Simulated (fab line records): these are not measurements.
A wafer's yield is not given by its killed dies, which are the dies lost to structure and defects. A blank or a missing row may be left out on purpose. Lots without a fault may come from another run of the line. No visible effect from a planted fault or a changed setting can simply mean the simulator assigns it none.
2 desks, one fault	flow sky130	only its own numbers are on each desk; what lay behind them is given at the end

## THE METROLOGY DESK
Lot by lot, what the gauges showed, no matter which tool ran the lot: averages of those sampled wafers that carry a number. The brackets show how far a lot's mean lies from the usual mean; more than 4 standard deviations puts the lot out of limits, marked OUT.
Columns: A = VIA1_HDPCVD_THK at SKY_VIA1_THK_MEAS_01, usual 1025 nm; B = METAL2_ALCU_RS at SKY_METAL2_RS_MEAS_05, usual 0.1275 ohm/sq
lot	first seen here	A	B
L159	day 33 15:26	1028	0.1267
L163	day 34 15:31	1029	0.1268
L164	day 34 18:13	1028	0.1272
L165	day 35 05:02	1027	0.1283
L166	day 35 09:21	1025	0.1264
L167	day 35 21:47	1023	0.1259
L170	day 36 14:16	1023	0.1270
L172	day 37 12:45	1028	0.1263
L174	day 37 19:06	1030	0.1281
L179	day 39 02:20	1013	0.1274
L180	day 39 18:53	1015	0.1298
L181	day 39 20:43	1023	0.1278
L182	day 40 00:40	1009	0.1283
This desk's finding: nothing out of limits on any of the 13 lots.

## TOOL OWNER'S DESK, implanter-01
The tool's own readings at SKY_LDD_N_IMPLANT_15: means of the sampled wafers that have a number, for each lot that ran on this tool. The brackets show how far a lot's mean lies from the usual mean; more than 4 standard deviations puts the lot out of limits, marked OUT.
Columns: A = dose-ions-cm2 at SKY_LDD_N_IMPLANT_15, usual 4.999e+12; B = faraday-current-uA at SKY_LDD_N_IMPLANT_15, usual 28.3
lot	first seen here	A	B
L159	day 18 16:43	5.000e+12	28.2
L164	day 20 00:11	5.003e+12	28.2
L165	day 20 12:43	5.005e+12	28.3
L166	day 20 17:45	4.995e+12	28.0
L167	day 21 07:29	4.988e+12	28.9
L172	day 22 17:46	5.003e+12	28.0
L174	day 23 12:28	6.293e+12 (+99 or more) OUT	35.5 (+13) OUT
L179	day 25 02:25	6.282e+12 (+99 or more) OUT	35.8 (+14) OUT
Finding of this desk: L174, L179 out of limits; the first was L174 at day 23 12:28, on dose-ions-cm2 at SKY_LDD_N_IMPLANT_15. L159, L164, L165, L166, L167, L172 stayed within limits.

## ALL TOGETHER
An alarm could have come from the tool owner's desk at day 23 12:28, on L174, L179.
The metrology desk saw nothing out of limits.
The metrology desk has L174, L179 on record, within its limits.
The lots listed all ran SKY_LDD_N_IMPLANT_15 on implanter-01.

## WHAT THE SIMULATOR HAD PUT IN
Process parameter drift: implanter-01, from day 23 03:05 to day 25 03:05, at SKY_LDD_N_IMPLANT_15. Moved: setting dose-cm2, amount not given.
Shown lots that were struck: L174, L179.
How many hours passed from the start of the fault until each desk's first out-of-limits reading: the tool owner's desk, 9.
